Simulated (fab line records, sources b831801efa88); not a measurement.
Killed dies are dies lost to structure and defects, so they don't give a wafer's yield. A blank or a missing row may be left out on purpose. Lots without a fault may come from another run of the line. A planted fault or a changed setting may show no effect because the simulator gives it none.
A struck lot beside a sound one | flow sky130 | 17 steps out of a route of 708
Sound: wafers L903.1, L903.4, L903.6. Struck: wafers L907.1, L907.4, L907.5. The cause comes at the end.
At each step with rows: each side's tool, then ch and its chambers, then its first start. Under that, the readings that differ: sound wafers | struck wafers | difference of the means | sigmas: that difference in standard deviations of wafers without a fault.
alike: readings whose means differ by less than 2 such deviations, and words and numbers that are the same on both sides. not compared: withheld readings, readings that some wafer has no value for, bounds like >300 that may hide the same value, and numbers for which the record gives no deviation and whose values overlap.
The two part at a step that has a row with sigmas, a row that says differs or no value, or rows on one side only. Numbers that don't overlap but have no deviation are shown without sigmas and don't part them. A reading that every wafer of one side lacks parts them only if that side has two wafers or more.

first, 5 steps without rows for these wafers: SKY_FIELD_ISO_WET_ETCH_28 (etches SiO2 in dHF, target depth 23.7 nm, time 47 s); SKY_FIELD_ISO_WET_ETCH_29 (etches Si3N4 in H3PO4, target depth 160 nm, time 1825 s); SKY_FIELD_ISO_WET_ETCH_30 (etches SiO2 in dHF, target depth 25 nm, time 50 s); SKY_NWELL_CLEAN_00 (cleans in SC1/SC2, time 150 s); SKY_NWELL_OXIDATION_01 (stabilise 600 s, purge 300 s, target thk 10 nm).
SKY_NWELL_THK_MEAS_02:
  sound on film_metro-01, day 2 21:16; struck on film_metro-02, day 4 01:30
  alike: NWELL_OXIDATION_THK
then, 6 steps without rows for these wafers: SKY_DNWELL_DEHYDRATE_00 (time 60 s); SKY_DNWELL_HMDS_01 (prime time 60 s); SKY_DNWELL_COAT_02 (resist thk 3000 nm); SKY_DNWELL_SOFTBAKE_03; SKY_DNWELL_EXPOSE_04 (exposes mask DNM, target cd 3000 nm); SKY_DNWELL_PEB_05.
SKY_DNWELL_DEVELOP_06: develop time 60 s.
  sound on litho_track-03 ch 0, day 3 12:00; struck on litho_track-02, day 4 18:00
  no value came back on the struck wafers for chill_plate_temp_C (C), develop_time_s (s); on the sound wafers chill_plate_temp_C (C) reads 22.88 23.00 22.96
then, 1 step without rows for these wafers: SKY_DNWELL_IMPLANT_07.
SKY_DNWELL_STRIP_08: strips in O2/N2.
  sound on plasma_asher-04 ch 0,1, day 3 13:15; struck on plasma_asher-01 ch 1, day 4 19:07
  alike: drypump_motor_current_A, oes_product_au, strip_time_to_endpoint_s
  not compared: rf_hours_counter_h
SKY_DNWELL_TW_MEAS_09:
  sound on film_metro-02, day 3 13:21; struck on film_metro-01, day 4 19:13
  reading   | sound          | struck   | difference | sigmas
  DNWELL_TW | 1121 1127 1126 | 29 30 30 | -1095      | -91
then, 1 step without rows for these wafers: SKY_PWDE_DEHYDRATE_00 (time 60 s).

WHERE THEY PART
First at SKY_DNWELL_DEVELOP_06; last, within this record, at SKY_DNWELL_TW_MEAS_09.

WHY: what the simulator had put in
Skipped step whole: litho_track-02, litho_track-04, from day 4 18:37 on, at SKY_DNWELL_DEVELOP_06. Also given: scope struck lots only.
